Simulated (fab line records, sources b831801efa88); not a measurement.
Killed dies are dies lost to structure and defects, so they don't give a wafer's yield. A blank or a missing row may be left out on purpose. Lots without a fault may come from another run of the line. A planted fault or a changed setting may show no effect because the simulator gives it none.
Which tool did it? | flow gf180mcu | 12 lots, 35 wafers sampled, at 7 steps of a route of 602

WHAT THE GAUGES READ, wafer by wafer
GF_V4_OVL_MEAS_15. Usual: V4_OVL 3 nm, standard deviation 4.2.
lot  | measured     | on         | V4_OVL (nm) | flag
L143 | day 24 02:21 | overlay-02 | -3 3 5      |
L147 | day 25 16:45 | overlay-02 | 1 0 -4      |
L149 | day 25 23:07 | overlay-01 | 0 0 6       |
L151 | day 26 14:00 | overlay-02 | 5 -8 8      |
L152 | day 27 02:55 | overlay-01 | 7 5 7       |
L153 | day 27 07:46 | overlay-02 | 8 3 3       |
L156 | day 28 09:37 | overlay-02 | 6 5 14      |
L157 | day 28 18:55 | overlay-02 | -2 6 -4     |
L158 | day 29 11:36 | overlay-01 | 4 3 13      |
L160 | day 30 13:02 | overlay-01 | 4 1 3       |
L161 | day 30 13:52 | overlay-01 | 5 7         |
L166 | day 31 14:53 | overlay-02 | 5 5 1       |

GF_M5_OVL_MEAS_08. Usual: M5_OVL 0 nm, standard deviation 5.8.
lot  | measured     | on         | M5_OVL (nm) | flag
L143 | day 26 01:35 | overlay-01 | -4 10 6     |
L147 | day 27 13:29 | overlay-02 | 8 -5 3      |
L149 | day 27 18:57 | overlay-02 | 5 2 8       |
L151 | day 28 09:56 | overlay-02 | 1 8 -5      |
L152 | day 28 20:28 | overlay-01 | -5 -4 -8    |
L153 | day 29 00:55 | overlay-02 | 6 7 2       |
L156 | day 30 02:04 | overlay-02 | 0 3 4       |
L157 | day 30 10:29 | overlay-01 | 1 -4 -1     |
L158 | day 31 03:30 | overlay-02 | 2 -1 -5     |
L160 | day 32 00:35 | overlay-01 | -4 -13 -2   |
L161 | day 32 02:32 | overlay-01 | 4 6         |
L166 | day 33 01:56 | overlay-01 | -3 -4 -4    |

GF_V5_RS_MEAS_24: measures by four-point-probe. Usual: V5_W_RS 0.326 ohm/sq, standard deviation 0.0059.
lot  | measured     | on            | V5_W_RS (ohm/sq)  | flag
L143 | day 27 00:05 | film_metro-01 | 0.320 0.327 0.317 |
L147 | day 28 11:59 | film_metro-01 | 0.327 0.328 0.327 |
L149 | day 28 17:32 | film_metro-01 | 0.325 0.330 0.328 |
L151 | day 29 06:42 | film_metro-02 | 0.327 0.333 0.330 |
L152 | day 29 17:48 | film_metro-03 | 0.329 0.333 0.330 |
L153 | day 29 22:11 | film_metro-01 | 0.330 0.327 0.331 |
L156 | day 30 22:44 | film_metro-01 | 0.322 0.325 0.315 |
L157 | day 31 06:41 | film_metro-01 | 0.327 0.317 0.320 |
L158 | day 31 22:35 | film_metro-03 | 0.326 0.327 0.336 |
L160 | day 32 19:19 | film_metro-01 | 0.333 0.328 0.225 | OFF
L161 | day 32 20:26 | film_metro-01 | 0.223 0.222       | OFF
L166 | day 33 20:13 | film_metro-01 | 0.326 0.316 0.313 |

GF_V5_THK_MEAS_25: measures by xrf. Usual: V5_W_THK 356 nm, standard deviation 6.7.
lot  | measured     | on            | V5_W_THK (nm) | flag
L143 | day 27 00:12 | film_metro-01 | 359 352 364   |
L147 | day 28 12:07 | film_metro-01 | 355 355 355   |
L149 | day 28 17:38 | film_metro-01 | 359 352 354   |
L151 | day 29 06:49 | film_metro-02 | 360 352 355   |
L152 | day 29 17:54 | film_metro-03 | 357 351 354   |
L153 | day 29 22:16 | film_metro-01 | 352 354 350   |
L156 | day 30 22:50 | film_metro-01 | 358 356 367   |
L157 | day 31 06:47 | film_metro-01 | 357 368 365   |
L158 | day 31 22:42 | film_metro-03 | 355 356 347   |
L160 | day 32 19:26 | film_metro-01 | 345 351 514   | OFF
L161 | day 32 20:32 | film_metro-01 | 520 523       | OFF
L166 | day 33 20:20 | film_metro-01 | 354 367 370   |

GF_PASSIVATION_THK_MEAS_03. Usual: PASSIVATION_CVD_02_THK 700 nm, standard deviation 9.
lot  | measured     | on            | PASSIVATION_CVD_02_THK (nm) | flag
L143 | day 27 21:23 | film_metro-02 | 687 682 702                 |
L147 | day 29 08:55 | film_metro-03 | 695 690 700                 |
L149 | day 29 14:57 | film_metro-04 | 704 715 705                 |
L151 | day 30 03:56 | film_metro-03 | 696 718 709                 |
L152 | day 30 14:07 | film_metro-02 | 685 692 692                 |
L153 | day 30 18:11 | film_metro-02 | 701 698 698                 |
L156 | day 31 18:26 | film_metro-04 | 700 704 699                 |
L157 | day 32 01:18 | film_metro-02 | 689 701 707                 |
L158 | day 32 16:50 | film_metro-02 | 698 686 700                 |
L160 | day 33 13:14 | film_metro-03 | 702 698 706                 |
L161 | day 33 14:09 | film_metro-02 | 697 706                     |
L166 | day 34 13:53 | film_metro-04 | 701 709 702                 |

WHICH TOOL RAN EACH LOT (tool, then ch and the chambers of the sampled wafers, then the start)
lot  | GF_V5_CVD_23                  | GF_V5_CMP_26
L143 | cvd_w-02 ch 0,1, day 26 23:58 | cmp-01 ch 0,1, day 27 00:15
L147 | cvd_w-01 ch 0,1, day 28 11:52 | cmp-01 ch 0,1,3, day 28 12:10
L149 | cvd_w-01 ch 0,1, day 28 17:24 | cmp-02 ch 1,2, day 28 17:43
L151 | cvd_w-01 ch 0,1, day 29 06:35 | cmp-01 ch 1,2,3, day 29 06:56
L152 | cvd_w-01 ch 0,1, day 29 17:41 | cmp-01 ch 0,1,3, day 29 18:02
L153 | cvd_w-01 ch 0,1, day 29 22:03 | cmp-01 ch 0,3, day 29 22:21
L156 | cvd_w-02 ch 0,1, day 30 22:37 | cmp-02 ch 0,1,3, day 30 23:01
L157 | cvd_w-02 ch 0,1, day 31 06:34 | cmp-01 ch 0,1,3, day 31 06:50
L158 | cvd_w-01 ch 0,1, day 31 22:27 | cmp-02 ch 0,2, day 31 22:48
L160 | cvd_w-01 ch 0,1, day 32 19:12 | cmp-01 ch 0,1,2, day 32 19:32
L161 | cvd_w-01 ch 1, day 32 20:19   | cmp-01 ch 2, day 32 20:35
L166 | cvd_w-02 ch 0,1, day 33 20:06 | cmp-01 ch 0,1,3, day 33 20:45
- GF_V5_CVD_23: deposits W, target thk 350 nm, time 104.9 s.
- GF_V5_CMP_26: polishes, stops on SiO2, t overpolish 15 s, target thk 0 nm.

WHAT THE TOOLS THEMSELVES READ (means of the sampled wafers that have a number; where no wafer has one, the mark that the record gives instead)
GF_V5_CVD_23. Usual: heater_power_w 914 W, standard deviation 70; susceptor_temp_C 400.00 C, standard deviation 0.23.
lot  | tool     | heater_power_w (W) | susceptor_temp_C (C) | flag
L143 | cvd_w-02 | 909                | 400.23               |
L147 | cvd_w-01 | 931                | 400.09               |
L149 | cvd_w-01 | 931                | 400.17               |
L151 | cvd_w-01 | 884                | 399.70               |
L152 | cvd_w-01 | 884                | 399.89               |
L153 | cvd_w-01 | 907                | 400.20               |
L156 | cvd_w-02 | 947                | 399.82               |
L157 | cvd_w-02 | 896                | 400.00               |
L158 | cvd_w-01 | 876                | 399.75               |
L160 | cvd_w-01 | 931                | 400.10               |
L161 | cvd_w-01 | 832                | 399.79               |
L166 | cvd_w-02 | 902                | 400.01               |

GF_V5_CMP_26. Usual: head_pressure_psi 3.500 psi, standard deviation 0.0072; motor_current_A 10.6 A, standard deviation 1.5; slurry_filter_dp_kPa 13.50 kPa, standard deviation 0.14; time_to_endpoint_s 85 s, standard deviation 3.3.
lot  | tool   | head_pressure_psi (psi) | motor_current_A (A) | slurry_filter_dp_kPa (kPa) | time_to_endpoint_s (s) | flag
L143 | cmp-01 | 3.500                   | 9.9                 | 13.57                      | 87                     |
L147 | cmp-01 | 3.499                   | 9.3                 | 13.34                      | 89                     |
L149 | cmp-02 | 3.503                   | 12.2                | 13.46                      | 85                     |
L151 | cmp-01 | 3.500                   | 10.7                | 13.54                      | 89                     |
L152 | cmp-01 | 3.503                   | 9.3                 | 13.58                      | 90                     |
L153 | cmp-01 | 3.497                   | 8.8                 | 13.46                      | 87                     |
L156 | cmp-02 | 3.498                   | 11.0                | 13.57                      | 82                     |
L157 | cmp-01 | 3.511                   | 9.4                 | 13.44                      | 85                     |
L158 | cmp-02 | 3.495                   | 11.9                | 13.59                      | 81                     |
L160 | cmp-01 | 3.500                   | 10.5                | 13.49                      | 96                     | OFF
L161 | cmp-01 | 3.500                   | 12.4                | 13.45                      | 122                    | OFF
L166 | cmp-01 | 3.502                   | 9.3                 | 13.56                      | 88                     |

THE ANSWER, worked out from the rows above alone
Rule: a lot is off if the mean of its wafers that have a number lies more than 3 standard deviations from the usual mean. A lot without any number at a reading at which 4 lots or more have one is off too. The other lots that the step has rows for count as sound. The gauges are gone through in route order, then the tools' own readings, and for those a lot's mean is taken as printed above. The first step at which some lot is off is used, and at that step the reading that is off furthest; a lot without a number counts as furthest.
Off: L160, L161, at GF_V5_RS_MEAS_24 (V5_W_RS).
A tool fits if, at a process step before that reading, it ran every lot that is off, and no sound lot after the first of them. The gauges at GF_V5_RS_MEAS_24 aren't tried: what is off there is off at GF_V5_CMP_26 too, on other tools, and a gauge's error can't cause that. One fits: cvd_w-01 at GF_V5_CVD_23. Its last sound lot is L158 (day 31 22:27), its first lot that is off L160 (day 32 19:12): a fault that began between those two fits.

WHAT THE SIMULATOR HAD PUT IN
Process parameter drift: cvd_w-01, from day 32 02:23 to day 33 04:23, at GF_V5_CVD_23. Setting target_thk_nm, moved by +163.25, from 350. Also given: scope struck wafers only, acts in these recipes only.
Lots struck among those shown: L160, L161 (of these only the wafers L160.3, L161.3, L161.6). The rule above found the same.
